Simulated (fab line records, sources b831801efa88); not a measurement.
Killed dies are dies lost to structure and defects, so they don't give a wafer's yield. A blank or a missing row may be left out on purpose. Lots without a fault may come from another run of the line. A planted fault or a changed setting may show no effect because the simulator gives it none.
Which tool did it? | flow gf180mcu | 12 lots, 36 wafers sampled, at 2 steps of a route of 602

WHAT THE GAUGES READ, wafer by wafer
GF_CONTACT_CD_MEAS_14: target cd 220 nm. Usual: cd_nm 220.2 nm, standard deviation 1.4.
lot  | measured     | on        | cd_nm (nm)        | flag
L504 | day 15 18:04 | cd_sem-01 | 220.3 220.9 221.3 |
L506 | day 16 09:50 | cd_sem-02 | 219.7 219.4 219.4 |
L508 | day 17 08:34 | cd_sem-01 | 218.2 218.9 219.8 |
L509 | day 17 19:50 | cd_sem-01 | 221.2 221.8 220.8 |
L513 | day 19 08:59 | cd_sem-01 | 220.7 220.6 220.6 |
L514 | day 19 14:46 | cd_sem-01 | 220.2 221.0 220.3 |
L519 | day 21 21:28 | cd_sem-01 | 222.1 221.5 221.9 |
L520 | day 22 11:43 | cd_sem-01 | 219.6 219.0 220.6 |
L521 | day 23 01:35 | cd_sem-02 | 222.0 220.5 220.7 |
L524 | day 23 12:52 | cd_sem-01 | 222.1 219.8 220.8 |
L525 | day 23 17:46 | cd_sem-02 | 221.1 218.7 220.1 |
L526 | day 24 01:01 | cd_sem-02 | 221.3 221.1 222.1 |

WHICH TOOL RAN EACH LOT (tool, then ch and the chambers of the sampled wafers, then the start)
lot  | GF_CONTACT_CVD_02
L504 | pecvd-04 ch 1,2, day 14 19:55
L506 | pecvd-04 ch 0,1,2, day 15 11:26
L508 | pecvd-02 ch 0,2, day 16 09:14
L509 | pecvd-02 ch 0,1, day 16 20:09
L513 | pecvd-04 ch 0,1,2, day 18 08:12
L514 | pecvd-01 ch 0,1,2, day 18 14:38
L519 | pecvd-01 ch 0,1,2, day 20 20:56
L520 | pecvd-04 ch 0,2, day 21 11:29
L521 | pecvd-04 ch 0,1, day 22 02:29
L524 | pecvd-01 ch 0,2, day 22 13:14
L525 | pecvd-01 ch 0,1,2, day 22 18:50
L526 | pecvd-02 ch 0,1,2, day 23 02:36
- GF_CONTACT_CVD_02: deposits SiO2 from TEOS, target thk 860 nm, time 95.992 s.

WHAT THE TOOLS THEMSELVES READ (means of the sampled wafers that have a number; where no wafer has one, the mark that the record gives instead)
GF_CONTACT_CVD_02. Usual: heater_power_w 651 W, standard deviation 94.
lot  | tool     | heater_power_w (W) | flag
L504 | pecvd-04 | 696                |
L506 | pecvd-04 | 563                |
L508 | pecvd-02 | 669                |
L509 | pecvd-02 | 573                |
L513 | pecvd-04 | 603                |
L514 | pecvd-01 | 707                |
L519 | pecvd-01 | 661                |
L520 | pecvd-04 | 663                |
L521 | pecvd-04 | 628                |
L524 | pecvd-01 | 700                |
L525 | pecvd-01 | 640                |
L526 | pecvd-02 | 672                |

THE ANSWER, worked out from the rows above alone
Rule: a lot is off if the mean of its wafers that have a number lies more than 3 standard deviations from the usual mean. A lot without any number at a reading at which 4 lots or more have one is off too. The other lots that the step has rows for count as sound. The gauges are gone through in route order, then the tools' own readings, and for those a lot's mean is taken as printed above. The first step at which some lot is off is used, and at that step the reading that is off furthest; a lot without a number counts as furthest.
No lot is off at any reading shown: from this, nothing can be told.

WHAT THE SIMULATOR HAD PUT IN
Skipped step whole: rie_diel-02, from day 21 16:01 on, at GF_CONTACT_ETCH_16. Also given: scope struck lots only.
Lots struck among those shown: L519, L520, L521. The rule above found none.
